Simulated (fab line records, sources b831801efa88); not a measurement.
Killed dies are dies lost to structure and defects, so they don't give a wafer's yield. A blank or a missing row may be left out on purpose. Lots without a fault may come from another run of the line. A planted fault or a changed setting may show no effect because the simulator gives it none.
Which tool did it? | flow sky130 | 6 lots, 18 wafers sampled, at 2 steps of a route of 708

WHAT THE GAUGES READ, wafer by wafer
SKY_VIA3_THK_MEAS_01.
lot  | measured     | on            | VIA3_HDPCVD_THK (nm)
L236 | day 38 19:28 | film_metro-04 | 1658 1630 1639
L247 | day 42 07:53 | film_metro-02 | 1621 1614 1621
L250 | day 43 00:02 | film_metro-04 | 1605 1643 1643
L253 | day 44 03:38 | film_metro-04 | 1609 1610 1628
L255 | day 44 14:19 | film_metro-03 | 1631 1643 1659
L257 | day 44 19:03 | film_metro-04 | 1646 1631 1658

WHICH TOOL RAN EACH LOT (tool, then ch and the chambers of the sampled wafers, then the start)
lot  | SKY_VIA3_HDPCVD_00
L236 | hdpcvd-01 ch 0,1, day 38 19:18
L247 | hdpcvd-02 ch 1,2, day 42 07:43
L250 | hdpcvd-01 ch 0,2, day 42 23:49
L253 | hdpcvd-02 ch 1,2, day 44 03:26
L255 | hdpcvd-01 ch 0,2, day 44 14:08
L257 | hdpcvd-01 ch 0,1,2, day 44 18:53
- SKY_VIA3_HDPCVD_00: deposits SiO2, target thk 1635 nm, time 272.5 s.

THE ANSWER, worked out from the rows above alone
Rule: what is usual is taken from the lots themselves. Put in order of their means at a reading, lots are off if they are a third of the lots or fewer, leave a main group of 4 or more, and stand apart from it by a gap of 3 or more times the standard deviation of the main group's means; of several such gaps the widest counts. A main group whose means are all the same, to the digits that the tables above print for the reading, isn't used. A lot without any number at a reading at which 4 lots or more have one is off too. The other lots that the step has rows for count as sound.
No lot is off at any reading shown: from this, nothing can be told.

WHAT THE SIMULATOR HAD PUT IN
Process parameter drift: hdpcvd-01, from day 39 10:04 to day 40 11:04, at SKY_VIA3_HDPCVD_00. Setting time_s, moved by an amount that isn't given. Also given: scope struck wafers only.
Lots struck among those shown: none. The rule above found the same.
